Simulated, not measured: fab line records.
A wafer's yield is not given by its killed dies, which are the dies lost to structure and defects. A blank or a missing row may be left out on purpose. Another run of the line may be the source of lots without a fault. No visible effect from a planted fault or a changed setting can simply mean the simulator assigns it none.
fab line records	flow gf180mcu
record lots=6	wafers=18	last-day=34
route steps=602 shown M1@327 V1@335
lots that met no fault: taken from a fault-free run of the same line
start-h: the number of hours between the record's first day and the start of the first shown wafer of the lot	wait-h: hours since the lot's step before	" the same as in the row above	L1.1+2: one row covering several wafers at once	- no value, or no start given	* or withheld: withheld	< > ~ a bound
route shown NAME@n: names a module that has steps shown in the file, with the first one's number in the route	usual: mean/standard deviation of fault-free wafers	same: alike in all rows	chamber/n: place in a boat	sites: the reading at each site	_std_site: the standard deviation of these	_edge_site: mean of outer sites minus mean of inner sites	radius-mm: for every site, how far away it sits from the centre of the wafer	mask NAME#n: copy n	behind: the tool/chamber that last shaped the wafer	hold: cause of the lot's hold/its duration in hours/its outcome	device: names the non-switching transistor (n, p or np)	end of line: the same wafers' tests at the end of the route	where a step has no rows: the recipe by itself	killed: at the first sort, the dies lost to defects and structure; wafer yield is something else	map: a wafer's dies, x killed, . not, _ none there
set.NAME: the setting the step ran with; set.NAME@STEP: the setting that earlier step ran with	model.NAME: the simulator's own value behind a step, which no gauge read
lots at selected steps of the route; one table per step, one row per wafer
services: from which hour (start-h, from the record's first day; less than 0 if before it) a tool's chamber was out of use, for how many hours, and why
## steps
# step GF_M1_PEB_12
# recipe peb-temp-c=135	peb-time-s=90	resist=KrF
# step GF_M1_DEVELOP_13
# recipe develop-time-s=60	dev-temp-c=21
# step GF_M1_CD_MEAS_14
# recipe target-cd-nm=230
# usual cd-nm=230.2/1.1
lot.wafer	tool	chamber	start-h	wait-h	cd-nm
L952.3	cd-sem-01	-	432.35	0.1	228.4
L952.4	"	-	"	"	229.6
L952.6	"	-	"	"	228.9
L953.3	cd-sem-02	-	441.99	0.1	232.2
L953.4	"	-	"	"	231.8
L953.5	"	-	"	"	231.8
L962.1	cd-sem-01	-	522.44	0.1	231.2
L962.3	"	-	"	"	231.2
L962.6	"	-	"	"	232.7
L965.2	cd-sem-02	-	540.30	0.1	230.3
L965.4	"	-	"	"	232.2
L965.6	"	-	"	"	231.2
L967.1	cd-sem-01	-	557.43	0.1	231.7
L967.3	"	-	"	"	231.3
L967.4	"	-	"	"	231.4
L968.1	cd-sem-02	-	567.98	0.1	228.3
L968.3	"	-	"	"	229.4
L968.6	"	-	"	"	228.9
# step GF_M1_OVL_MEAS_15
# usual M1_OVL=1/4.4
lot.wafer	tool	chamber	start-h	wait-h	M1_OVL[nm]
L952.3	overlay-02	-	432.44	0.1	-3
L952.4	"	-	"	"	0
L952.6	"	-	"	"	-2
L953.3	overlay-01	-	442.08	0.1	0
L953.4	"	-	"	"	0
L953.5	"	-	"	"	7
L962.1	overlay-02	-	522.56	0.1	3
L962.3	"	-	"	"	-3
L962.6	"	-	"	"	1
L965.2	overlay-02	-	540.41	0.1	-2
L965.4	"	-	"	"	2
L965.6	"	-	"	"	3
L967.1	overlay-02	-	557.55	0.1	5
L967.3	"	-	"	"	4
L967.4	"	-	"	"	1
L968.1	overlay-02	-	568.10	0.1	3
L968.3	"	-	"	"	5
L968.6	"	-	"	"	6
# step GF_M1_METAL_ETCH_16
# recipe chemistry=Cl2/BCl3	mask-material=KrF	target-depth-nm=750.8	stop-on=SiO2	pressure-mtorr=8	icp-w=800	bias-w=140	Cl2_flow_sccm=80	bcl3-flow-sccm=40	time-s=125.1
# usual drypump-motor-current-A=5.70/0.2	oes-product-au=0.989/0.0071	throttle-valve-pct=28.231/0.0094
lot.wafer	tool	chamber	start-h	wait-h	drypump-motor-current-A	oes-product-au	rf-hours-counter-h	throttle-valve-pct
L952.3	rie-metal-04	1	432.51	0.1	5.73	0.989	-	28.221
L952.4	"	0	"	"	5.85	0.991	-	28.241
L952.6	"	1	"	"	5.75	0.985	-	28.227
L953.3	rie-metal-04	1	442.15	0.1	5.78	0.986	-	28.244
L953.4	"	0	"	"	5.82	0.983	-	28.236
L953.5	"	1	"	"	5.76	0.993	-	28.233
L962.1	rie-metal-04	1	522.59	0.0	5.69	0.991	4.0	28.238
L962.3	"	1	"	"	5.73	0.984	-	28.230
L962.6	"	1	"	"	5.71	0.991	-	28.233
L965.2	rie-metal-04	0	540.44	0.0	5.91	0.991	2.5	28.218
L965.4	"	0	"	"	5.88	0.993	-	28.232
L965.6	"	1	"	"	5.75	0.986	-	28.224
L967.1	rie-metal-01	1	557.59	0.0	5.99	0.998	6.1	28.221
L967.3	"	0	"	"	5.88	0.990	-	28.228
L967.4	"	1	"	"	6.00	1.000	-	28.237
L968.1	rie-metal-03	0	568.14	0.0	5.69	0.996	5.3	28.218
L968.3	"	1	"	"	5.42	0.985	-	28.239
L968.6	"	0	"	"	5.70	0.997	-	28.225
# step GF_M1_STRIP_17
# recipe chemistry=O2/N2	power-w=1400	pressure-mtorr=1500	platen-temp-c=250	o2-flow-sccm=3000	n2-flow-sccm=300	overash-fraction=0.5
# usual drypump-motor-current-A=5.64/0.27	heater-power-w=322/30	oes-product-au=0.538/0.0048	strip-time-to-endpoint-s=7.39/0.054
lot.wafer	tool	chamber	start-h	wait-h	drypump-motor-current-A	heater-power-w	oes-product-au	rf-hours-counter-h	strip-time-to-endpoint-s
L952.3	plasma-asher-01	1	432.63	0.1	5.45	368	0.546	-	7.36
L952.4	"	0	"	"	5.65	295	0.539	-	7.37
L952.6	"	1	"	"	5.49	361	0.536	-	7.40
L953.3	plasma-asher-04	1	442.27	0.1	5.28	289	0.536	-	7.41
L953.4	"	0	"	"	5.66	312	0.536	-	7.40
L953.5	"	0	"	"	5.66	307	0.534	-	7.44
L962.1	plasma-asher-02	0	522.85	0.2	5.93	328	0.534	42	7.40
L962.3	"	0	"	"	5.94	326	0.533	-	7.44
L962.6	"	0	"	"	5.95	332	0.536	-	7.41
L965.2	plasma-asher-04	1	540.57	0.1	5.25	292	0.536	14	7.34
L965.4	"	0	"	"	5.67	320	0.552	-	7.33
L965.6	"	1	"	"	5.27	290	0.540	-	7.33
L967.1	plasma-asher-04	0	557.72	0.1	5.68	315	0.533	16	7.32
L967.3	"	1	"	"	5.25	293	0.541	-	7.39
L967.4	"	0	"	"	5.69	313	0.535	-	7.29
L968.1	plasma-asher-02	1	568.27	0.1	6.02	369	0.537	48	7.35
L968.3	"	0	"	"	5.94	318	0.540	-	7.48
L968.6	"	1	"	"	6.03	367	0.533	-	7.36
# step GF_M1_STRIP_18
# recipe chemistry=post-etch-residue-remover	time-s=1200	temp-c=72.5
# step GF_M1_CLEAN_19
# recipe chemistry=DIW	dry=n2-spin
# step GF_V1_CVD_00
# recipe material=SiO2	target-thk-nm=600	sigma-open-frac=0.3	temp-c=400	time-s=100	sih4-flow-sccm=60	pressure-mtorr=6
# step GF_V1_THK_MEAS_01
# recipe reads=SiO2_of_V1_CVD_00
# usual V1_CVD_00_THK=600/7
lot.wafer	tool	chamber	start-h	wait-h	V1_CVD_00_THK[nm]
L952.3	film-metro-02	-	433.22	0.1	604
L952.4	"	-	"	"	594
L952.6	"	-	"	"	609
L953.3	film-metro-01	-	442.94	0.1	605
L953.4	"	-	"	"	599
L953.5	"	-	"	"	608
L962.1	film-metro-04	-	523.46	0.0	604
L962.3	"	-	"	"	603
L962.6	"	-	"	"	604
L965.2	film-metro-01	-	541.19	0.0	598
L965.4	"	-	"	"	597
L965.6	"	-	"	"	601
L967.1	film-metro-02	-	558.34	0.0	606
L967.3	"	-	"	"	594
L967.4	"	-	"	"	597
L968.1	film-metro-02	-	568.88	0.0	606
L968.3	"	-	"	"	589
L968.6	"	-	"	"	596
# step GF_V1_CVD_02
# recipe material=SiO2	target-thk-nm=850	precursor=TEOS	temp-c=400	time-s=94.851	rf-w=600
# usual heater-power-w=663/100
lot.wafer	tool	chamber	start-h	wait-h	heater-power-w
L952.3	pecvd-02	1	433.26	0.0	793
L952.4	"	1	"	"	638
L952.6	"	0	"	"	512
L953.3	pecvd-02	0	442.98	0.0	527
L953.4	"	0	"	"	565
L953.5	"	1	"	"	756
L962.1	pecvd-03	1	523.52	0.1	840
L962.3	"	2	"	"	669
L962.6	"	2	"	"	705
L965.2	pecvd-02	0	541.24	0.0	632
L965.4	"	0	"	"	499
L965.6	"	2	"	"	540
L967.1	pecvd-03	0	558.40	0.1	675
L967.3	"	2	"	"	709
L967.4	"	1	"	"	736
L968.1	pecvd-01	1	568.94	0.1	561
L968.3	"	0	"	"	648
L968.6	"	2	"	"	600
# step GF_V1_THK_MEAS_03
# recipe reads=SiO2_of_V1_CVD_02
# usual V1_CVD_02_THK=852/11
lot.wafer	tool	chamber	start-h	wait-h	V1_CVD_02_THK[nm]
L952.3	film-metro-01	-	433.35	0.1	833
L952.4	"	-	"	"	850
L952.6	"	-	"	"	861
L953.3	film-metro-01	-	443.07	0.1	856
L953.4	"	-	"	"	864
L953.5	"	-	"	"	853
L962.1	film-metro-01	-	523.58	0.0	854
L962.3	"	-	"	"	842
L962.6	"	-	"	"	854
L965.2	film-metro-01	-	541.32	0.0	839
L965.4	"	-	"	"	852
L965.6	"	-	"	"	836
L967.1	film-metro-04	-	558.47	0.0	835
L967.3	"	-	"	"	850
L967.4	"	-	"	"	862
L968.1	film-metro-01	-	569.01	0.0	843
L968.3	"	-	"	"	853
L968.6	"	-	"	"	858
# step GF_V1_CMP_04
# recipe material=SiO2	down-force-psi=4	platen-rpm=60	pad-velocity-m-s=0.94248
# usual edge-zone-pressure-frac=0.999/0.0043	head-pressure-psi=3.998/0.0082	motor-current-A=12.5/0.57	time-to-endpoint-s=80/5.5
lot.wafer	tool	chamber	start-h	wait-h	edge-zone-pressure-frac	head-pressure-psi	motor-current-A	time-to-endpoint-s	model.SiO2_of_V1_CVD_02.thk-nm
L952.4	cmp-02	1	433.50	0.1	-	-	-	-	850.1
L952.3	"	2	"	"	-	-	-	-	833
L952.6	"	2	"	"	-	-	-	-	861.2
L953.4	cmp-02	1	443.11	0.0	-	-	-	-	863.2
L953.3	"	3	"	"	-	-	-	-	855.8
L953.5	"	1	"	"	-	-	-	-	852.1
L962.3	cmp-02	0	523.69	0.1	0.993	3.995	13.6	83	633.1
L962.1	"	2	"	"	1.003	3.987	12.3	79	630.9
L962.6	"	3	"	"	1.003	3.996	13.0	82	631.8
L965.2	cmp-02	2	541.42	0.1	1.001	3.996	12.6	72	631.2
L965.4	"	3	"	"	0.999	3.998	13.0	83	632.8
L965.6	"	1	"	"	0.990	4.018	12.6	77	632.3
L967.3	cmp-01	3	558.53	0.0	0.996	3.992	12.9	75	631.3
L967.1	"	0	"	"	0.996	3.980	12.8	70	632.1
L967.4	"	2	"	"	0.998	3.992	11.5	81	633.2
L968.1	cmp-02	2	569.12	0.1	0.997	4.001	12.8	78	630.2
L968.3	"	0	"	"	0.995	3.988	12.8	89	632
L968.6	"	1	"	"	0.995	4.014	12.8	87	632.2
# step GF_V1_BOW_MEAS_05
# recipe mode=bow
# usual V1_BOW=84/7.1
lot.wafer	tool	chamber	start-h	wait-h	hold	V1_BOW[um]
L952.3	film-metro-01	-	433.94	0.3	await-dispo/0.2h/release	91
L952.4	"	-	"	"	await-dispo/0.2h/release	90
L952.6	"	-	"	"	await-dispo/0.2h/release	91
L952.3	film-metro-01	-	434.23	0.3	-	-
L952.4	"	-	"	"	-	-
L952.6	"	-	"	"	-	-
L953.3	film-metro-04	-	443.45	0.2	await-dispo/0.2h/release	92
L953.4	"	-	"	"	await-dispo/0.2h/release	90
L953.5	"	-	"	"	await-dispo/0.2h/release	105
L953.3	film-metro-04	-	443.89	0.4	-	-
L953.4	"	-	"	"	-	-
L953.5	"	-	"	"	-	-
L962.1	film-metro-04	-	523.94	0.1	-	82
L962.3	"	-	"	"	-	93
L962.6	"	-	"	"	-	81
L965.2	film-metro-02	-	541.69	0.2	-	84
L965.4	"	-	"	"	-	85
L965.6	"	-	"	"	-	84
L967.1	film-metro-04	-	558.83	0.2	-	89
L967.3	"	-	"	"	-	89
L967.4	"	-	"	"	-	82
L968.1	film-metro-01	-	569.37	0.2	-	86
L968.3	"	-	"	"	-	86
L968.6	"	-	"	"	-	79
## services
tool	chamber	start-h	hours	kind
pecvd-03	0	415.15	17.8	repair
cmp-01	-	420.31	14.6	pm
plasma-asher-04	-	421.31	9.0	pm
rie-metal-03	-	421.58	1.4	pm
pecvd-01	0	429.70	6.0	repair
cmp-02	-	435.17	3.4	pm
plasma-asher-02	-	435.81	10.1	repair
cmp-01	-	442.54	14.9	repair
rie-metal-03	0	444.81	20.8	repair
rie-metal-03	-	444.91	2.8	pm
rie-metal-04	-	445.64	2.8	pm
cmp-01	-	458.61	8.0	pm
pecvd-02	-	475.50	6.0	pm
plasma-asher-01	-	490.66	10.5	repair
rie-metal-04	0	498.76	18.2	repair
pecvd-03	0	499.24	6.5	repair
plasma-asher-01	-	502.12	52.9	pm
cmp-01	-	512.55	1.7	repair
rie-metal-04	0	518.43	9.0	repair
pecvd-01	-	524.84	6.0	pm
cmp-01	-	529.01	1.0	repair
cmp-01	-	540.32	1.3	repair
pecvd-01	-	543.29	2.8	pm
pecvd-02	2	548.32	13.0	repair
## key
first-sign step=GF_V1_CMP_04	reading=tool-record	direction=missing
effect step=GF_V1_BOW_MEAS_05	reading=visit	direction=added
model-effect step=GF_V1_CMP_04	value=SiO2_of_V1_CVD_02.thk-nm	without=630.7	struck=852.6
met-at GF_V1_CMP_04
struck-wafers L952.3,L952.4,L952.6,L953.3,L953.4,L953.5
scrapped-behind GF_V1_BOW_MEAS_05 L952.3,L952.4,L952.6,L953.3,L953.4,L953.5
fault kind=skipped-step-whole	tool=cmp-02	chamber=-	onset-h=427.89	steps=GF_V1_CMP_04	scope=struck-lots-only
